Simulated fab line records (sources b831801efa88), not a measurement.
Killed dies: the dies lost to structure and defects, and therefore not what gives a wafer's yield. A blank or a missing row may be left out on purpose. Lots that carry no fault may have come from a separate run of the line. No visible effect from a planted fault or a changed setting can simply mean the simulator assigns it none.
A single fault, viewed from 2 desks ; flow gf180mcu ; what lay behind the numbers comes last; until then each desk has only its own

== AT THE TOOL OWNER'S DESK: implanter-01 ==
GF_VT_IMPLANT_IMPLANT_19, tool's own readings: per-lot mean of the sampled wafers with a number, covering each lot this tool ran. Marked OUT: a lot whose mean sits more than 4 standard deviations from the usual mean, which makes it out of limits; the brackets give that distance.
Columns: A = beamEnergyKeV at GF_VT_IMPLANT_IMPLANT_19, usual 99.987
lot;first seen here;A
L343;day 6 11:52;100.014
L346;day 7 06:03;99.975
L347;day 7 13:38;99.993
L351;day 8 18:24;100.008
L353;day 9 04:23;100.004
L362;day 11 12:25;122.770 (+99 or more) OUT
L364;day 12 05:09;122.753 (+99 or more) OUT
Finding of this desk: L362, L364 out of limits; the first was L362 at day 11 12:25, on beamEnergyKeV at GF_VT_IMPLANT_IMPLANT_19. In limits: L343, L346, L347, L351, L353.

== METROLOGY DESK ==
What the gauges read for every lot (on any tool): the sampled wafers with a number, averaged. Marked OUT: a lot whose mean sits more than 4 standard deviations from the usual mean, which makes it out of limits; the brackets give that distance.
Columns: A = MVPSD_OVL at GF_MVPSD_OVL_MEAS_07, usual 0.0 nm; B = VT_IMPLANT_2_TW at GF_VT_IMPLANT_TW_MEAS_21, usual 1214; C = NWELL_RS at GF_VT_IMPLANT_RS_MEAS_47, usual 487.5 ohm/sq
lot;first seen here;A;B;C
L343;day 5 06:19;1.8;1212;487.4
L344;day 5 12:51;-0.6;1210;487.0
L346;day 5 23:28;-2.4;1210;486.5
L347;day 6 06:07;-0.7;1187;486.9
L348;day 6 13:34;0.8;1206;487.9
L349;day 6 18:30;-2.3;1230;487.8
L351;day 7 09:01;-0.6;1230;488.7
L352;day 7 15:46;-1.0;1228;487.4
L353;day 7 18:51;0.1;1213;486.5
L354;day 7 23:19;0.6;1227;487.7
L356;day 8 16:38;-0.4;1233;488.3
L362;day 9 23:25;1.4;1255;488.2
L364;day 10 15:36;1.0;1313 (+5.2) OUT;486.6
This desk finds L364 out of limits, with the earliest case on L364 at day 12 05:22 (VT_IMPLANT_2_TW at GF_VT_IMPLANT_TW_MEAS_21). In limits: L343, L344, L346, L347, L348, L349, L351, L352, L353, L354, L356, L362.

== PUT TOGETHER ==
An alarm could have come from the tool owner's desk at day 11 12:25, on L362, L364.
On L364, the metrology desk was in a position to raise an alarm at day 12 05:22.
The metrology desk has L362 on record, within its limits.
All the named lots went through GF_VT_IMPLANT_IMPLANT_19 on implanter-01.

== WHAT THE SIMULATOR HAD PUT IN ==
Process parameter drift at GF_VT_IMPLANT_IMPLANT_19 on implanter-01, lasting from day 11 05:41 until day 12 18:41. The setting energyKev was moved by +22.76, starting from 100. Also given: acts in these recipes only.
Shown lots that were struck: L362, L364.
Time in hours from fault onset to the first out-of-limits reading at each desk: tool owner's desk 7, metrology desk 24.
